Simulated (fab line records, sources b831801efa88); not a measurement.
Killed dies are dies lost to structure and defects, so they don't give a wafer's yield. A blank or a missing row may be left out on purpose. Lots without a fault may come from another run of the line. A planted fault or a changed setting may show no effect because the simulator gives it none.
fab line records | flow sky130
record lots=13 wafers=39 last_day=50
route steps=708 shown LDD_N@253 LDD_P@265 LDD_HVN@274 SPACER@306
lots that met no fault: from a run of the same line without faults
start_h: hours from the record's first day to the start of the lot's first wafer shown | wait_h: hours since the lot's step before | " the same as in the row above | L1.1+2: a row that stands for several wafers | - no value, or no start given | * or withheld: withheld | < > ~ a bound
route shown NAME@n: a module of which the file shows steps, and the number in the route of the first | usual: mean/standard deviation of fault-free wafers | same: alike in all rows | chamber/n: place in a boat | sites: the reading at each site | _std_site: their standard deviation | _edge_site: outer sites' mean less inner sites' | radius_mm: how far each site lies from the wafer's centre | mask NAME#n: copy n | behind: the tool/chamber that last shaped the wafer | hold: why the lot was held/for how many hours/how that ended | device: the transistor (n, p or np) that didn't switch | end of line: the same wafers' tests at the end of the route | a step without rows: its recipe alone | killed: dies lost to structure and defects at the first sort, not the wafer's yield | map: a wafer's dies, x killed, . not, _ none there
set.NAME: the setting as run; set.NAME@STEP: as run at that earlier step | model.NAME: the simulator's own value behind a step, which no gauge read
steps of the route over a sample of lots; a table a step, a row a wafer
services: from which hour (start_h, from the record's first day; less than 0 if before it) a tool's chamber was out of use, for how many hours, and why
## steps
# step SKY_LDD_N_STRIP_16
# recipe chemistry=O2/N2 power_w=1400 pressure_mtorr=1500 platen_temp_c=withheld o2_flow_sccm=3000 n2_flow_sccm=300 overash_fraction=0.5
# usual chamber_pressure_mTorr=1499.9/1.3 drypump_motor_current_A=5.89/0.3 oes_product_au=0.408/0.0048 strip_time_to_endpoint_s=4.311/0.016
# columns lot.wafer tool chamber start_h wait_h chamber_pressure_mTorr drypump_motor_current_A oes_product_au rf_hours_counter_h strip_time_to_endpoint_s
L548.1 plasma_asher-02 0 387.02 0.1 1498.7 5.85 0.419 75 4.318
L548.3 " 0 " " 1497.3 5.86 0.403 - 4.295
L548.5 " 1 " " 1499.4 6.08 0.410 - 4.298
L549.4 plasma_asher-03 1 401.14 0.1 1500.1 6.43 0.408 - 4.319
L549.5 " 0 " " 1498.5 5.37 0.416 - 4.302
L549.6 " 1 " " 1500.5 6.43 0.403 - 4.279
L551.2 plasma_asher-04 0 421.56 0.1 1500.1 5.57 0.414 79 4.319
L551.3 " 0 " " 1500.3 5.57 0.403 - 4.302
L551.6 " 1 " " 1501.4 5.91 0.408 - 4.321
L553.3 plasma_asher-03 0 456.03 0.1 1499.1 5.36 0.402 - 4.308
L553.4 " 1 " " 1498.0 6.45 0.404 - 4.338
L553.6 " 0 " " 1500.5 5.39 0.413 - 4.319
L554.2 plasma_asher-02 0 466.30 0.1 1500.5 5.83 0.406 3 4.314
L554.3 " 0 " " 1500.9 5.84 0.409 - 4.312
L554.4 " 1 " " 1496.2 6.10 0.414 - 4.322
L555.1 plasma_asher-02 1 469.95 0.1 1501.5 6.16 0.411 4 4.345
L555.5 " 1 " " 1498.3 6.16 0.408 - 4.334
L555.6 " 0 " " 1500.4 5.83 0.404 - 4.330
L556.1 plasma_asher-02 0 485.30 0.1 1499.3 5.85 0.403 5 4.324
L556.2 " 1 " " 1499.1 6.14 0.407 5 4.283
L556.5 " 1 " " 1500.1 6.11 0.402 - 4.311
L558.3 plasma_asher-04 0 491.76 0.1 1498.2 5.57 0.408 - 4.285
L558.5 " 0 " " 1498.7 5.58 0.422 - 4.320
L558.6 " 1 " " 1500.1 5.93 0.403 - 4.292
L561.3 plasma_asher-02 0 516.99 0.1 1498.5 5.86 0.409 - 4.290
L561.4 " 1 " " 1499.0 6.11 0.412 - 4.310
L561.6 " 0 " " 1499.2 5.86 0.409 - 4.298
L562.1 plasma_asher-02 0 523.57 0.1 1509.5 5.85 0.580 9 -
L562.2 " 1 " " 1514.4 6.00 0.592 9 -
L562.4 " 0 " " 1525.8 5.92 0.606 - -
L568.3 plasma_asher-04 0 592.98 0.1 1499.8 5.59 0.416 - 4.314
L568.4 " 1 " " 1499.8 5.93 0.416 - 4.311
L568.5 " 1 " " 1499.3 5.91 0.403 - 4.319
L570.1 plasma_asher-04 0 611.56 0.1 1497.1 5.56 0.416 99 4.303
L570.3 " 1 " " 1500.6 5.95 0.402 - 4.318
L570.6 " 1 " " 1499.3 5.94 0.406 - 4.318
L571.1 plasma_asher-02 0 619.17 0.1 1500.0 5.83 0.409 19 4.339
L571.2 " 1 " " 1500.1 6.12 0.404 19 4.326
L571.3 " 0 " " 1500.1 5.84 0.406 - 4.300
# step SKY_LDD_P_STRIP_10
# recipe chemistry=O2/N2 power_w=1400 pressure_mtorr=1500 platen_temp_c=withheld o2_flow_sccm=3000 n2_flow_sccm=300 overash_fraction=0.5
# usual chamber_pressure_mTorr=1499.9/1.4 drypump_motor_current_A=5.8/0.46 oes_product_au=0.716/0.0041 strip_time_to_endpoint_s=14.18/0.034
# columns lot.wafer tool chamber start_h wait_h chamber_pressure_mTorr drypump_motor_current_A oes_product_au rf_hours_counter_h strip_time_to_endpoint_s
L548.1 plasma_asher-02 0 416.81 0.1 1501.2 5.9 0.715 78 14.17
L548.3 " 0 " " 1499.9 5.9 0.715 - 14.21
L548.5 " 1 " " 1498.9 6.1 0.718 - 14.26
L549.4 plasma_asher-02 1 431.75 0.1 1497.7 6.1 0.716 - 14.13
L549.5 " 1 " " 1500.6 6.2 0.716 - 14.19
L549.6 " 0 " " 1501.4 5.9 0.714 - 14.14
L551.2 plasma_asher-03 1 452.53 0.1 1500.3 6.4 0.713 31 14.19
L551.3 " 1 " " 1501.1 6.5 0.707 - 14.19
L551.6 " 0 " " 1501.4 5.4 0.715 - 14.15
L553.3 plasma_asher-02 1 486.90 0.1 1499.3 6.1 0.720 - 14.16
L553.4 " 0 " " 1500.8 5.8 0.721 - 14.20
L553.6 " 1 " " 1500.2 6.1 0.709 - 14.18
L554.2 plasma_asher-02 0 496.31 0.1 1500.3 5.9 0.720 7 14.19
L554.3 " 1 " " 1500.7 6.1 0.714 - 14.19
L554.4 " 0 " " 1499.7 5.9 0.716 - 14.16
L555.1 plasma_asher-02 1 500.32 0.1 1499.8 6.1 0.712 7 14.19
L555.5 " 1 " " 1500.7 6.1 0.714 - 14.17
L555.6 " 0 " " 1499.0 5.9 0.722 - 14.17
L556.1 plasma_asher-02 1 516.46 0.1 1500.5 6.1 0.718 9 14.12
L556.2 " 0 " " 1498.5 5.8 0.718 9 14.13
L556.5 " 0 " " 1500.8 5.8 0.709 - 14.17
L558.3 plasma_asher-02 0 522.20 0.1 1501.0 5.8 0.706 - 14.22
L558.5 " 0 " " 1498.4 5.9 0.727 - 14.25
L558.6 " 1 " " 1498.7 6.2 0.716 - 14.19
L561.3 plasma_asher-03 0 546.95 0.1 1499.6 5.4 0.721 - 14.14
L561.4 " 1 " " 1497.5 6.4 0.720 - 14.21
L561.6 " 1 " " 1497.4 6.4 0.713 - 14.15
L562.1 plasma_asher-03 0 553.63 0.1 1501.4 5.4 0.717 40 17.79
L562.2 " 1 " " 1499.5 6.5 0.709 40 17.83
L562.4 " 1 " " 1499.1 6.4 0.719 - 17.86
L568.3 plasma_asher-03 1 622.85 0.1 1501.0 6.4 0.714 - 14.19
L568.4 " 0 " " 1498.7 5.4 0.714 - 14.17
L568.5 " 1 " " 1501.2 6.5 0.714 - 14.20
L570.1 plasma_asher-01 0 640.37 0.1 1502.6 5.1 0.713 71 14.16
L570.3 " 0 " " 1497.1 5.2 0.723 - 14.16
L570.6 " 0 " " 1496.3 5.1 0.716 - 14.17
L571.1 plasma_asher-01 0 647.27 0.1 1497.4 5.1 0.710 72 14.12
L571.2 " 1 " " 1499.6 5.2 0.719 72 14.17
L571.3 " 0 " " 1501.4 5.1 0.719 - 14.17
# step SKY_LDD_P_TW_MEAS_11
# usual LDD_P_TW=635/4.9
# columns lot.wafer tool chamber start_h wait_h LDD_P_TW
L548.1 film_metro-03 - 416.91 0.1 639
L548.3 " - " " 637
L548.5 " - " " 634
L549.4 film_metro-02 - 431.84 0.1 637
L549.5 " - " " 638
L549.6 " - " " 638
L551.2 film_metro-02 - 452.64 0.1 635
L551.3 " - " " 639
L551.6 " - " " 633
L553.3 film_metro-02 - 486.98 0.1 641
L553.4 " - " " 641
L553.6 " - " " 639
L554.2 film_metro-01 - 496.42 0.1 632
L554.3 " - " " 631
L554.4 " - " " 629
L555.1 film_metro-02 - 500.42 0.1 638
L555.5 " - " " 640
L555.6 " - " " 641
L556.1 film_metro-02 - 516.56 0.1 643
L556.2 " - " " 635
L556.5 " - " " 632
L558.3 film_metro-03 - 522.28 0.1 633
L558.5 " - " " 634
L558.6 " - " " 631
L561.3 film_metro-03 - 547.04 0.1 639
L561.4 " - " " 636
L561.6 " - " " 634
L562.1 film_metro-01 - 553.73 0.1 30
L562.2 " - " " 30
L562.4 " - " " 30
L568.3 film_metro-01 - 622.93 0.1 631
L568.4 " - " " 625
L568.5 " - " " 627
L570.1 film_metro-02 - 640.48 0.1 640
L570.3 " - " " 635
L570.6 " - " " 637
L571.1 film_metro-01 - 647.37 0.1 630
L571.2 " - " " 629
L571.3 " - " " 630
# step SKY_LDD_HVN_OVL_MEAS_07
# usual LDD_HVN_OVL=-1.3/1.9
# columns lot.wafer tool chamber start_h wait_h LDD_HVN_OVL[nm]
L548.1 overlay-02 - 447.76 0.1 -0.7
L548.3 " - " " 1.5
L548.5 " - " " 1.1
L549.4 overlay-01 - 462.58 0.1 -4.6
L549.5 " - " " -2.6
L549.6 " - " " -4.6
L551.2 overlay-02 - 483.12 0.1 -1.7
L551.3 " - " " -1.6
L551.6 " - " " -0.2
L553.3 overlay-02 - 516.70 0.1 -0.8
L553.4 " - " " 0.3
L553.6 " - " " 0.7
L554.2 overlay-01 - 526.27 0.1 1.2
L554.3 " - " " -0.1
L554.4 " - " " 0.7
L555.1 overlay-01 - 530.41 0.1 -1.5
L555.5 " - " " -0.5
L555.6 " - " " -1.5
L556.1 overlay-01 - 545.71 0.1 -2.1
L556.2 " - " " -2.0
L556.5 " - " " -2.3
L558.3 overlay-01 - 552.47 0.1 -2.1
L558.5 " - " " -2.1
L558.6 " - " " -0.1
L561.3 overlay-01 - 576.00 0.1 -4.0
L561.4 " - " " -4.7
L561.6 " - " " -4.2
L562.1 overlay-02 - 582.99 0.1 4.4
L562.2 " - " " 4.7
L562.4 " - " " 3.8
L568.3 overlay-02 - 651.27 0.1 -0.7
L568.4 " - " " -2.2
L568.5 " - " " -1.6
L570.1 overlay-02 - 668.06 0.1 -2.1
L570.3 " - " " -4.3
L570.6 " - " " -2.4
L571.1 overlay-01 - 674.06 0.1 -3.1
L571.2 " - " " -2.4
L571.3 " - " " -2.3
# step SKY_LDD_HVN_STRIP_09
# recipe chemistry=O2/N2 power_w=1400 pressure_mtorr=1500 platen_temp_c=withheld o2_flow_sccm=3000 n2_flow_sccm=300 overash_fraction=0.5
# usual chamber_pressure_mTorr=1499.9/1.3 drypump_motor_current_A=5.6/0.37 oes_product_au=0.408/0.0043 strip_time_to_endpoint_s=4.135/0.011
# columns lot.wafer tool chamber start_h wait_h chamber_pressure_mTorr drypump_motor_current_A oes_product_au rf_hours_counter_h strip_time_to_endpoint_s
L548.1 plasma_asher-02 1 447.95 0.1 1500.7 6.1 0.407 1 4.123
L548.3 " 1 " " 1498.2 6.1 0.408 - 4.129
L548.5 " 1 " " 1500.4 6.1 0.403 - 4.142
L549.4 plasma_asher-04 0 462.78 0.1 1499.6 5.6 0.409 - 4.135
L549.5 " 1 " " 1500.2 5.9 0.406 - 4.138
L549.6 " 0 " " 1501.8 5.6 0.406 - 4.128
L551.2 plasma_asher-02 1 483.30 0.1 1499.5 6.1 0.415 5 4.141
L551.3 " 1 " " 1501.6 6.1 0.409 - 4.145
L551.6 " 1 " " 1501.7 6.2 0.405 - 4.153
L553.3 plasma_asher-01 0 517.00 0.1 1499.2 5.1 0.407 - 4.141
L553.4 " 1 " " 1498.9 5.2 0.403 - 4.154
L553.6 " 1 " " 1499.3 5.2 0.408 - 4.142
L554.2 plasma_asher-04 0 526.45 0.1 1499.8 5.6 0.408 90 4.127
L554.3 " 0 " " 1501.5 5.6 0.413 - 4.142
L554.4 " 1 " " 1500.7 5.9 0.405 - 4.155
L555.1 plasma_asher-04 1 530.60 0.1 1498.1 5.9 0.403 91 4.126
L555.5 " 1 " " 1502.0 5.9 0.406 - 4.135
L555.6 " 0 " " 1502.4 5.6 0.406 - 4.147
L556.1 plasma_asher-04 0 545.90 0.1 1497.8 5.6 0.407 92 4.119
L556.2 " 1 " " 1496.3 5.9 0.412 92 4.123
L556.5 " 1 " " 1497.2 6.0 0.402 - 4.119
L558.3 plasma_asher-02 0 552.68 0.1 1500.4 5.9 0.414 - 4.128
L558.5 " 0 " " 1500.1 5.8 0.403 - 4.134
L558.6 " 1 " " 1499.2 6.2 0.414 - 4.134
L561.3 plasma_asher-02 1 576.21 0.1 1498.9 6.2 0.406 - 4.135
L561.4 " 0 " " 1499.0 5.9 0.408 - 4.138
L561.6 " 1 " " 1499.9 6.1 0.406 - 4.139
L562.1 plasma_asher-04 0 583.17 0.1 1499.0 5.6 0.406 96 4.152
L562.2 " 1 " " 1499.1 5.9 0.410 96 4.129
L562.4 " 1 " " 1498.3 5.9 0.399 - 4.150
L568.3 plasma_asher-04 0 651.48 0.1 1500.7 5.6 0.401 - 4.135
L568.4 " 1 " " 1498.4 5.9 0.420 - 4.136
L568.5 " 1 " " 1503.0 5.9 0.413 - 4.137
L570.1 plasma_asher-01 1 668.25 0.1 1500.2 5.2 0.403 73 4.143
L570.3 " 1 " " 1499.4 5.2 0.414 - 4.143
L570.6 " 1 " " 1499.8 5.2 0.403 - 4.144
L571.1 plasma_asher-01 0 674.24 0.1 1499.0 5.2 0.415 74 4.143
L571.2 " 1 " " 1499.6 5.2 0.410 74 4.126
L571.3 " 1 " " 1501.4 5.2 0.407 - 4.143
# step SKY_SPACER_ETCHBACK_02
# recipe chemistry=CH3F/O2 target=Si3N4 stop_on=SiO2 source_w=400 bias_w=80 pressure_mtorr=25 ch3f_flow_sccm=40 O2_flow_sccm=30 time_s=46.7 target_depth_a=450
# usual ch3f_flow_sccm=40.01/0.12 drypump_motor_current_A=5.6/0.44 oes_product_au=0.854/0.0066 throttle_valve_pct=10.563/0.0088
# columns lot.wafer tool chamber start_h wait_h ch3f_flow_sccm drypump_motor_current_A oes_product_au rf_hours_counter_h throttle_valve_pct
L548.1 rie_diel-03 1 510.97 0.1 39.83 5.8 0.855 18 10.568
L548.3 " 2 " " 40.09 6.1 0.863 0 10.559
L548.5 " 3 " " 40.28 4.7 0.862 - 10.568
L549.4 rie_diel-03 2 526.15 0.0 39.95 6.2 0.857 1 10.568
L549.5 " 3 " " 40.11 4.7 0.859 - 10.572
L549.6 " 2 " " 39.86 6.2 0.863 - 10.561
L551.2 rie_diel-02 3 547.30 0.0 40.02 5.2 0.850 1 10.577
L551.3 " 2 " " 39.86 6.2 0.856 6 10.562
L551.6 " 2 " " 39.83 6.2 0.854 - 10.557
L553.3 rie_diel-03 1 578.40 0.0 39.92 5.8 0.872 19 10.569
L553.4 " 0 " " 39.93 5.5 0.869 13 10.560
L553.6 " 3 " " 40.35 4.7 0.865 - 10.570
L554.2 rie_diel-03 2 588.24 0.0 40.00 6.1 0.849 1 10.564
L554.3 " 0 " " 39.95 5.5 0.858 13 10.577
L554.4 " 3 " " 39.84 4.7 0.854 13 10.559
L555.1 rie_diel-03 1 591.69 0.1 39.79 5.8 0.851 19 10.560
L555.5 " 1 " " 39.93 5.8 0.845 - 10.556
L555.6 " 2 " " 40.07 6.1 0.853 - 10.572
L556.1 rie_diel-01 3 606.38 0.1 40.11 6.0 0.840 2 10.562
L556.2 " 0 " " 40.07 5.0 0.851 1 10.574
L556.5 " 3 " " 40.11 6.0 0.857 - 10.558
L558.3 rie_diel-03 0 614.24 0.0 40.13 5.5 0.857 13 10.560
L558.5 " 1 " " 40.10 5.8 0.861 - 10.556
L558.6 " 2 " " 40.01 6.1 0.859 - 10.573
L561.3 rie_diel-02 1 637.23 0.0 40.16 5.8 0.852 18 10.546
L561.4 " 3 " " 39.90 5.2 0.860 3 10.573
L561.6 " 0 " " 39.95 5.8 0.854 - 10.556
L562.1 rie_diel-01 3 643.03 0.1 40.08 6.0 0.852 3 10.572
L562.2 " 1 " " 40.06 5.4 0.854 0 10.553
L562.4 " 2 " " 40.17 5.9 0.843 13 10.557
L568.3 rie_diel-02 0 707.97 0.0 39.91 5.8 0.846 8 10.572
L568.4 " 2 " " 40.03 6.1 0.858 10 10.567
L568.5 " 0 " " 40.01 5.8 0.857 - 10.559
L570.1 rie_diel-02 1 725.36 0.1 40.10 5.8 0.854 20 10.565
L570.3 " 0 " " 39.98 5.8 0.845 8 10.562
L570.6 " 0 " " 40.14 5.8 0.848 - 10.558
L571.1 rie_diel-03 1 730.58 0.1 39.99 5.8 0.853 21 10.564
L571.2 " 3 " " 39.95 4.7 0.857 16 10.561
L571.3 " 2 " " 40.01 6.1 0.834 4 10.568
## services
# columns tool chamber start_h hours kind
rie_diel-02 2 397.11 11.0 repair
plasma_asher-03 - 412.14 1.6 repair
plasma_asher-02 - 421.27 9.0 pm
rie_diel-01 - 425.86 0.5 repair
plasma_asher-02 - 444.39 0.4 repair
plasma_asher-01 - 452.35 1.1 repair
rie_diel-02 2 469.06 9.9 repair
plasma_asher-03 - 480.24 14.7 repair
plasma_asher-01 - 487.71 1.3 repair
plasma_asher-03 - 506.24 0.6 repair
rie_diel-03 0 529.14 17.2 repair
rie_diel-02 0 544.32 13.7 repair
rie_diel-03 - 600.12 0.2 repair
rie_diel-02 3 617.56 4.7 repair
rie_diel-03 1 631.98 4.4 repair
plasma_asher-01 - 653.20 4.3 repair
rie_diel-03 3 653.56 5.6 repair
plasma_asher-03 - 662.69 1.1 repair
rie_diel-02 3 685.81 13.3 repair
plasma_asher-02 - 692.52 2.8 pm
plasma_asher-04 - 697.66 2.4 repair
plasma_asher-03 - 715.79 4.5 repair
rie_diel-02 - 721.08 1.2 repair
plasma_asher-02 - 725.45 1.5 repair
## key
first_sign step=SKY_LDD_N_STRIP_16 reading=oes_product_au direction=up sigmas=38 usual=0.408 struck=0.592
effect step=SKY_LDD_N_STRIP_16 reading=chamber_pressure_mTorr direction=up sigmas=13 usual=1499.9 struck=1516.6
effect step=SKY_LDD_P_STRIP_10 reading=strip_time_to_endpoint_s direction=up sigmas=99+ usual=* struck=*
effect step=SKY_LDD_P_TW_MEAS_11 reading=LDD_P_TW direction=down sigmas=99+ usual=635 struck=30
met_at SKY_LDD_N_STRIP_16
struck_lots L562
sort_left_out L562.1,L562.2,L562.4
tester_left_out L562
not_acting_at SKY_LDD_HVN_OVL_MEAS_07,SKY_LDD_HVN_STRIP_09,SKY_SPACER_ETCHBACK_02
onset_between 516.99 523.57
fault kind=strip_aborted tool=plasma_asher-02 chamber=- onset_h=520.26 steps=SKY_LDD_N_STRIP_16 offset=1 end_h=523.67
# tester_left_out: of these lots the tester's yield and bins aren't shown, on N5 and GAA mostly nor the transistor test; their killed dies are dies lost to structure and defects alone, not to doping, threshold or leakage, so they don't give the yield
# sort_left_out: the simulated sort isn't trusted on such a fault, so these wafers' sort isn't shown, and their yield isn't known
